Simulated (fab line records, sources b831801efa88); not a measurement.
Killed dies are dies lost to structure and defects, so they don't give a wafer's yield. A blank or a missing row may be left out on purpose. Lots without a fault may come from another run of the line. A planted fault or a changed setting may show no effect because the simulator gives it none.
fab line records | flow sky130
record lots=6 wafers=18 last_day=50
route steps=708 shown VIA4@645
lots that met no fault: from a run of the same line without faults
start_h: hours from the record's first day to the start of the lot's first wafer shown | wait_h: hours since the lot's step before | " the same as in the row above | L1.1+2: a row that stands for several wafers | - no value, or no start given | * or withheld: withheld | < > ~ a bound
route shown NAME@n: a module of which the file shows steps, and the number in the route of the first | usual: mean/standard deviation of fault-free wafers | same: alike in all rows | chamber/n: place in a boat | sites: the reading at each site | _std_site: their standard deviation | _edge_site: outer sites' mean less inner sites' | radius_mm: how far each site lies from the wafer's centre | mask NAME#n: copy n | behind: the tool/chamber that last shaped the wafer | hold: why the lot was held/for how many hours/how that ended | device: the transistor (n, p or np) that didn't switch | end of line: the same wafers' tests at the end of the route | a step without rows: its recipe alone | killed: dies lost to structure and defects at the first sort, not the wafer's yield | map: a wafer's dies, x killed, . not, _ none there
set.NAME: the setting as run; set.NAME@STEP: as run at that earlier step | model.NAME: the simulator's own value behind a step, which no gauge read
lots at some steps of the route; a table a step, a row a wafer
services: from which hour (start_h, from the record's first day; less than 0 if before it) a tool's chamber was out of use, for how many hours, and why
## steps
# step SKY_VIA4_COAT_06
# recipe resist=NOVOLAK spin_rpm=3000 resist_thk_nm=1140
# step SKY_VIA4_SOFTBAKE_07
# recipe temp_c=90 time_s=60 resist=NOVOLAK
# step SKY_VIA4_EXPOSE_08
# recipe mask_id=VIM4 na=0.6 source_shape=conventional sigma_outer=0.6 polarization=unpolarized target_cd_nm=800 dose_mj=132
# step SKY_VIA4_PEB_09
# recipe temp_c=withheld time_s=* resist=NOVOLAK
# step SKY_VIA4_DEVELOP_10
# recipe resist=NOVOLAK developer=TMAH develop_time_s=60 dev_temp_c=23
# step SKY_VIA4_OVL_MEAS_11
# usual VIA4_OVL=0.8/1.6
# columns lot.wafer tool chamber start_h wait_h VIA4_OVL[nm]
L411.1 overlay-02 - 1053.36 0.1 -1.0
L411.3 " - " " -1.3
L411.4 " - " " -1.8
L414.1 overlay-02 - 1073.95 0.1 1.2
L414.2 " - " " 1.9
L414.3 " - " " 3.9
L415.1 overlay-02 - 1077.45 0.1 0.3
L415.4 " - " " 1.2
L415.5 " - " " -0.6
L416.4 overlay-01 - 1082.96 0.1 1.2
L416.5 " - " " -2.0
L416.6 " - " " -0.3
L424.1 overlay-01 - 1125.31 0.1 3.0
L424.2 " - " " 2.9
L424.4 " - " " 2.7
L427.2 overlay-01 - 1147.92 0.1 1.4
L427.3 " - " " 1.9
L427.4 " - " " 2.5
# step SKY_VIA4_ETCH_12
# recipe target=SiO2 chemistry=C4F8/O2/Ar stop_on=TiN mask_material=NOVOLAK source_w=1500 bias_w=1200 pressure_mtorr=40 c4f8_flow_sccm=withheld O2_flow_sccm=6 Ar_flow_sccm=300 time_s=withheld target_depth_a=5800
# usual oes_product_au=0.926/0.0046
# columns lot.wafer tool chamber start_h wait_h oes_product_au
L411.1 rie_diel-03 0 1053.40 0.0 0.923
L411.3 " 1 " " 0.920
L411.4 " 3 " " 0.923
L414.1 rie_diel-01 3 1073.98 0.0 0.932
L414.2 " 1 " " 0.932
L414.3 " 0 " " 0.929
L415.1 rie_diel-01 3 1077.48 0.0 0.926
L415.4 " 2 " " 0.930
L415.5 " 1 " " 0.929
L416.4 rie_diel-03 0 1082.98 0.0 0.930
L416.5 " 2 " " 0.934
L416.6 " 3 " " 0.927
L424.1 rie_diel-03 3 1125.35 0.0 0.928
L424.2 " 2 " " 0.928
L424.4 " 1 " " 0.932
L427.2 rie_diel-03 0 1147.95 0.0 0.931
L427.3 " 3 " " 0.929
L427.4 " 1 " " 0.913
# step SKY_VIA4_STRIP_13
# recipe chemistry=O2/N2 power_w=1400 pressure_mtorr=1500 platen_temp_c=withheld o2_flow_sccm=3000 n2_flow_sccm=300 overash_fraction=0.5
# usual drypump_motor_current_A=5.6/0.3 o2_flow_sccm=3001/8.5 oes_product_au=0.710/0.0042 strip_time_to_endpoint_s=12.80/0.039
# columns lot.wafer tool chamber start_h wait_h drypump_motor_current_A o2_flow_sccm oes_product_au rf_hours_counter_h strip_time_to_endpoint_s
L411.1 plasma_asher-04 1 1053.47 - 5.4 3002 0.718 30 12.80
L411.3 " 1 " " 5.4 3004 0.711 - 12.78
L411.4 " 0 " " 6.0 2982 0.704 - 12.75
L414.1 plasma_asher-04 1 1074.06 - 5.4 3011 0.708 32 12.77
L414.2 " 0 " " 6.0 3004 0.713 32 12.77
L414.3 " 0 " " 6.0 3000 0.706 - 12.84
L415.1 plasma_asher-01 1 1077.56 - 5.2 3009 0.699 96 12.71
L415.4 " 1 " " 5.2 3011 0.714 - 12.78
L415.5 " 1 " " 5.2 3014 0.712 - 12.76
L416.4 plasma_asher-04 0 1083.09 - 6.0 2988 0.706 - 12.79
L416.5 " 1 " " 5.4 3003 0.712 - 12.83
L416.6 " 0 " " 6.1 2987 0.709 - 12.83
L424.1 plasma_asher-01 0 1125.42 - 5.9 3007 0.708 101 12.79
L424.2 " 1 " " 5.2 2995 0.715 101 12.83
L424.4 " 0 " " 5.9 3010 0.714 - 12.77
L427.2 plasma_asher-03 0 1148.03 - 5.7 3010 0.705 8 12.79
L427.3 " 1 " " 5.7 2997 0.715 - 12.76
L427.4 " 0 " " 5.7 3001 0.713 - 12.76
# step SKY_VIA4_STRIP_14
# recipe chemistry=post_etch_residue_remover time_s=1200 temp_c=72.5
# step SKY_VIA4_CLEAN_15
# recipe chemistry=IPA time_s=180 temp_c=25
# step SKY_VIA4_CLEAN_16
# recipe chemistry=O3/DIW dry=n2_spin
# step SKY_VIA4_SPUTTER_17
# recipe material=TiN target_thk_nm=20 chamber_pressure_pa=5 power_w=4000 time_s=80
# usual throttle_valve_pct=29.8/0.72
# columns lot.wafer tool chamber start_h wait_h throttle_valve_pct
L411.1 pvd_sputter-01 - 1054.08 0.0 28.5
L411.3 " - " " 28.8
L411.4 " - " " 30.5
L414.1 pvd_sputter-01 - 1074.65 0.0 28.7
L414.2 " - " " 30.5
L414.3 " - " " 28.6
L415.1 pvd_sputter-02 - 1078.18 0.0 30.9
L415.4 " - " " 29.4
L415.5 " - " " 29.3
L416.4 pvd_sputter-02 - 1083.65 0.0 29.6
L416.5 " - " " 30.6
L416.6 " - " " 29.2
L424.1 pvd_sputter-02 - 1126.01 0.0 30.5
L424.2 " - " " 29.5
L424.4 " - " " 30.1
L427.2 pvd_sputter-02 - 1148.62 0.0 30.4
L427.3 " - " " 30.9
L427.4 " - " " 29.5
# step SKY_VIA4_CVD_18
# recipe material=W target_thk_nm=505 time_s=152.14 temp_c=400 pressure_torr=40
# usual heater_power_w=856/50 susceptor_temp_C=399.98/0.22
# columns lot.wafer tool chamber start_h wait_h heater_power_w susceptor_temp_C model.W_of_VIA4_CVD_18.thk_nm
L411.1 cvd_w-02 1 1054.14 0.0 890 399.97 495.9
L411.3 " 1 " " 896 400.06 495.1
L411.4 " 0 " " 845 399.95 510.8
L414.1 cvd_w-02 0 1074.71 0.0 823 399.82 516.5
L414.2 " 1 " " 903 399.95 495.4
L414.3 " 1 " " 940 399.45 490
L415.1 cvd_w-02 0 1078.24 0.0 777 391.65 441.2
L415.4 " 0 " " 785 391.54 440.4
L415.5 " 0 " " 785 391.79 438.9
L416.4 cvd_w-02 1 1083.76 0.1 928 399.74 502.4
L416.5 " 0 " " 783 391.22 443.6
L416.6 " 1 " " 917 399.48 495.6
L424.1 cvd_w-01 0 1126.07 0.0 804 399.99 535.4
L424.2 " 1 " " 846 399.82 509.8
L424.4 " 1 " " 834 399.62 512.2
L427.2 cvd_w-02 0 1148.68 0.0 842 399.83 525.7
L427.3 " 0 " " 822 399.94 523.4
L427.4 " 1 " " 932 400.20 503.1
# step SKY_VIA4_RS_MEAS_19
# recipe thk_meas_gauge=four-point-probe reads=W_of_VIA4_CVD_18+TiN_of_VIA4_SPUTTER_17
# usual VIA4_W_RS=0.224/0.0057
# columns lot.wafer tool chamber start_h wait_h VIA4_W_RS[ohm/sq]
L411.1 film_metro-04 - 1054.29 0.1 0.231
L411.3 " - " " 0.231
L411.4 " - " " 0.224
L414.1 film_metro-02 - 1074.86 0.1 0.221
L414.2 " - " " 0.231
L414.3 " - " " 0.233
L415.1 film_metro-04 - 1078.39 0.1 0.260
L415.4 " - " " 0.260
L415.5 " - " " 0.261
L416.4 film_metro-01 - 1083.92 0.1 0.228
L416.5 " - " " 0.258
L416.6 " - " " 0.230
L424.1 film_metro-02 - 1126.23 0.1 0.214
L424.2 " - " " 0.224
L424.4 " - " " 0.223
L427.2 film_metro-04 - 1148.86 0.1 0.218
L427.3 " - " " 0.219
L427.4 " - " " 0.228
# step SKY_VIA4_THK_MEAS_20
# recipe thk_meas_gauge=xrf reads=W_of_VIA4_CVD_18
# usual VIA4_W_THK=526/14
# columns lot.wafer tool chamber start_h wait_h VIA4_W_THK[nm]
L411.1 film_metro-04 - 1054.41 0.1 509
L411.3 " - " " 510
L411.4 " - " " 529
L414.1 film_metro-02 - 1074.98 0.1 534
L414.2 " - " " 510
L414.3 " - " " 504
L415.1 film_metro-04 - 1078.51 0.1 454
L415.4 " - " " 452
L415.5 " - " " 453
L416.4 film_metro-01 - 1084.01 0.1 514
L416.5 " - " " 456
L416.6 " - " " 506
L424.1 film_metro-02 - 1126.35 0.1 554
L424.2 " - " " 527
L424.4 " - " " 530
L427.2 film_metro-04 - 1148.97 0.1 542
L427.3 " - " " 545
L427.4 " - " " 519
# step SKY_VIA4_CMP_21
# recipe stop_on=SiO2 t_overpolish_s=25 down_force_psi=3.5 platen_rpm=60 target_thk_nm=0 pad_velocity_m_s=0.94248
# usual motor_current_A=11.7/0.89 time_to_endpoint_s=123/6.5
# columns lot.wafer tool chamber start_h wait_h motor_current_A time_to_endpoint_s
L411.3 cmp-02 0 1054.47 0.0 11.8 114
L411.4 " 1 " " 12.2 128
L411.1 " 2 " " 10.4 118
L414.2 cmp-01 3 1075.08 0.1 12.5 118
L414.1 " 1 " " 12.9 133
L414.3 " 2 " " 10.7 119
L415.4 cmp-01 0 1078.57 0.0 13.5 104
L415.1 " 1 " " 12.5 109
L415.5 " 1 " " 13.3 111
L416.4 cmp-02 1 1084.48 0.5 12.7 132
L416.5 " 2 " " 10.4 106
L416.6 " 3 " " 10.7 121
L424.1 cmp-01 1 1126.46 0.1 12.7 135
L424.4 " 2 " " 10.4 119
L424.2 " 3 " " 12.5 116
L427.4 cmp-02 0 1149.02 0.0 11.4 118
L427.2 " 2 " " 10.1 130
L427.3 " 3 " " 11.3 127
## services
# columns tool chamber start_h hours kind
cmp-01 - 1035.03 6.0 pm
pvd_sputter-01 - 1038.65 2.2 repair
cmp-01 - 1042.83 1.2 repair
cmp-01 - 1046.64 0.9 repair
pvd_sputter-02 - 1046.69 15.9 repair
rie_diel-01 0 1047.40 8.3 repair
plasma_asher-03 - 1055.25 9.0 pm
plasma_asher-01 - 1058.93 2.5 repair
plasma_asher-01 - 1059.59 0.4 repair
cvd_w-01 0 1069.06 7.0 repair
pvd_sputter-01 - 1070.57 0.9 repair
plasma_asher-03 - 1072.94 1.0 repair
plasma_asher-01 - 1077.17 0.3 repair
cvd_w-01 - 1077.60 6.9 pm
cmp-01 - 1083.92 1.2 repair
cvd_w-01 - 1084.64 1.8 repair
cmp-01 - 1085.12 4.0 pm
cmp-01 - 1089.12 - consumable_replace:conditioner
plasma_asher-04 - 1089.46 0.6 repair
cmp-02 - 1094.55 1.5 repair
cmp-01 - 1099.13 1.3 repair
cmp-01 - 1127.51 3.6 repair
rie_diel-03 - 1137.62 2.8 pm
cvd_w-01 - 1137.74 1.2 repair
## key
first_sign step=SKY_VIA4_CVD_18 reading=susceptor_temp_C direction=down sigmas=39 usual=* struck=*
effect step=SKY_VIA4_RS_MEAS_19 reading=VIA4_W_RS direction=up sigmas=6.3 usual=0.224 struck=0.260
effect step=SKY_VIA4_THK_MEAS_20 reading=VIA4_W_THK direction=down sigmas=5.3 usual=526 struck=454
model_effect step=SKY_VIA4_CVD_18 value=W_of_VIA4_CVD_18.thk_nm without=512.2 struck=441
met_at SKY_VIA4_CVD_18
struck_wafers L415.1,L415.4,L415.5,L416.5
sort_left_out L416.5
onset_between 1074.71 1078.24
fault kind=process_parameter_drift tool=cvd_w-02 chamber=0 onset_h=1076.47 steps=SKY_VIA4_CVD_18 channel=temp_c offset=* shape=step end_h=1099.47 acts_in=* stated=*
# sort_left_out: the simulated sort isn't trusted on such a fault, so these wafers' sort isn't shown, and their yield isn't known
